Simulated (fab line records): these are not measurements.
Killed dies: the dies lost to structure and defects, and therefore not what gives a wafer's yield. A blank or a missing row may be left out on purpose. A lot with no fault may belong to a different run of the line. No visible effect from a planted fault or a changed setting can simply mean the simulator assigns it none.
Split-lot trial :: flow sky130 :: 5 lots, 23 wafers read, on a route of 708 steps

== ABOUT THE SPLIT ==
At SKY_VIA4_CMP_21 (polishes, stops on SiO2, t overpolish 25 s, target thk 0 nm), the setting t_overpolish_s was moved away from the recipe's 25 s on 10 of the 23 wafers read, by -20.5% to +24.8%. For the rest of the wafers, this setting stayed at what the recipe calls for.

The split's own step is where the reading is taken.

== THE READING ==
overpolish_run_s, in s, at SKY_VIA4_CMP_21 (polishes, stops on SiO2, t overpolish 25 s, target thk 0 nm). Fault-free wafers of this fab line usually give 25.000 s, standard deviation 0.0075 s.

wafer: L074.4
tool, chamber at the split: cmp-01, 2
t_overpolish_s as run, s: 25
against the recipe: recipe
overpolish_run_s, s: 25.010
against lot-mates on the recipe: -

wafer: L074.1
tool, chamber at the split: cmp-01, 3
t_overpolish_s as run, s: 19.87
against the recipe: -20.5%
overpolish_run_s, s: 19.857
against lot-mates on the recipe: -5.149

wafer: L074.3
tool, chamber at the split: cmp-01, 1
t_overpolish_s as run, s: 25
against the recipe: recipe
overpolish_run_s, s: 25.001
against lot-mates on the recipe: -

wafer: L074.6
tool, chamber at the split: cmp-01, 2
t_overpolish_s as run, s: 19.87
against the recipe: -20.5%
overpolish_run_s, s: 19.874
against lot-mates on the recipe: -5.132

wafer: L074.5
tool, chamber at the split: cmp-01, 3
t_overpolish_s as run, s: 19.87
against the recipe: -20.5%
overpolish_run_s, s: 19.877
against lot-mates on the recipe: -5.129

wafer: L076.2
tool, chamber at the split: cmp-02, 2
t_overpolish_s as run, s: 25
against the recipe: recipe
overpolish_run_s, s: 25.005
against lot-mates on the recipe: -

wafer: L076.4
tool, chamber at the split: cmp-02, 1
t_overpolish_s as run, s: 25
against the recipe: recipe
overpolish_run_s, s: 25.017
against lot-mates on the recipe: -

wafer: L076.6
tool, chamber at the split: cmp-02, 3
t_overpolish_s as run, s: 25
against the recipe: recipe
overpolish_run_s, s: 25.004
against lot-mates on the recipe: -

wafer: L077.2
tool, chamber at the split: cmp-01, 1
t_overpolish_s as run, s: 25
against the recipe: recipe
overpolish_run_s, s: 25.005
against lot-mates on the recipe: -

wafer: L077.3
tool, chamber at the split: cmp-01, 2
t_overpolish_s as run, s: 31.19
against the recipe: +24.8%
overpolish_run_s, s: 31.188
against lot-mates on the recipe: +6.187

wafer: L077.1
tool, chamber at the split: cmp-01, 3
t_overpolish_s as run, s: 31.19
against the recipe: +24.8%
overpolish_run_s, s: 31.185
against lot-mates on the recipe: +6.184

wafer: L077.4
tool, chamber at the split: cmp-01, 0
t_overpolish_s as run, s: 25
against the recipe: recipe
overpolish_run_s, s: 24.989
against lot-mates on the recipe: -

wafer: L077.6
tool, chamber at the split: cmp-01, 2
t_overpolish_s as run, s: 25
against the recipe: recipe
overpolish_run_s, s: 25.010
against lot-mates on the recipe: -

wafer: L079.1
tool, chamber at the split: cmp-01, 3
t_overpolish_s as run, s: 28.97
against the recipe: +15.9%
overpolish_run_s, s: 28.986
against lot-mates on the recipe: +3.995

wafer: L079.3
tool, chamber at the split: cmp-01, 0
t_overpolish_s as run, s: 28.97
against the recipe: +15.9%
overpolish_run_s, s: 28.971
against lot-mates on the recipe: +3.980

wafer: L079.4
tool, chamber at the split: cmp-01, 1
t_overpolish_s as run, s: 25
against the recipe: recipe
overpolish_run_s, s: 24.986
against lot-mates on the recipe: -

wafer: L079.2
tool, chamber at the split: cmp-01, 2
t_overpolish_s as run, s: 25
against the recipe: recipe
overpolish_run_s, s: 24.995
against lot-mates on the recipe: -

wafer: L079.5
tool, chamber at the split: cmp-01, 3
t_overpolish_s as run, s: 28.97
against the recipe: +15.9%
overpolish_run_s, s: 28.977
against lot-mates on the recipe: +3.986

wafer: L084.2
tool, chamber at the split: cmp-01, 2
t_overpolish_s as run, s: 20.5
against the recipe: -18.0%
overpolish_run_s, s: 20.494
against lot-mates on the recipe: -4.503

wafer: L084.4
tool, chamber at the split: cmp-01, 3
t_overpolish_s as run, s: 25
against the recipe: recipe
overpolish_run_s, s: 25.011
against lot-mates on the recipe: -

wafer: L084.3
tool, chamber at the split: cmp-01, 0
t_overpolish_s as run, s: 20.5
against the recipe: -18.0%
overpolish_run_s, s: 20.498
against lot-mates on the recipe: -4.499

wafer: L084.5
tool, chamber at the split: cmp-01, 2
t_overpolish_s as run, s: 25
against the recipe: recipe
overpolish_run_s, s: 24.986
against lot-mates on the recipe: -

wafer: L084.6
tool, chamber at the split: cmp-01, 3
t_overpolish_s as run, s: 25
against the recipe: recipe
overpolish_run_s, s: 24.994
against lot-mates on the recipe: -

THE FIT
A straight line over all 23 wafers: overpolish_run_s changes by +0.25 s for each +1% of t_overpolish_s; r = +1.00; the points scatter about the line by 0.0093 s.
The same after taking each lot's own level away (the mean of its wafers on the recipe; 23 wafers): +0.25 s for each +1%; r = +1.00; scatter 0.0095 s.
According to that fit, moving t_overpolish_s by its largest amount changes the reading by 6.2 s.
The span of the lots' own levels, 24.9905 to 25.0087 s, comes to 2.4 times the standard deviation stated above.
So the lot-to-lot level changes the slope little: the two slopes agree.
Check: with one of the wafers moved furthest among these (+24.8%) left out of the fit, the line predicts +6.2 s for it against its lot-mates. Against them it came out at +6.19 s.
Tool readings at the split's step, against how far the setting was moved: overpolish_run_s r = +1.00.

== OTHER SPLITS ON THESE WAFERS ==
Note: prior to the reading, these wafers also went through further splits. Each is held against what the fit with the lots' levels taken away leaves over:
other split on the same wafers: SKY_CAPM_DEVELOP_11 develop_time_s
wafers away from the commonest value: 8
r with overpolish_run_s (lot level and that fit taken away): +0.45

other split on the same wafers: SKY_VIA3_EXPOSE_09 dose_mj
wafers away from the commonest value: 9
r with overpolish_run_s (lot level and that fit taken away): +0.07

other split on the same wafers: SKY_VIA3_ETCH_14 bias_w
wafers away from the commonest value: 7
r with overpolish_run_s (lot level and that fit taken away): +0.13

other split on the same wafers: SKY_METAL4_SPUTTER_00 time_s
wafers away from the commonest value: 8
r with overpolish_run_s (lot level and that fit taken away): +0.37

other split on the same wafers: SKY_METAL4_SPUTTER_04 time_s
wafers away from the commonest value: 7
r with overpolish_run_s (lot level and that fit taken away): +0.21

other split on the same wafers: SKY_VIA4_ETCH_12 bias_w
wafers away from the commonest value: 8
r with overpolish_run_s (lot level and that fit taken away): -0.18

== THE FILE'S OWN FIT ==
overpolish_run_s changes by +0.25 s for each +1% of t_overpolish_s, r = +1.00.
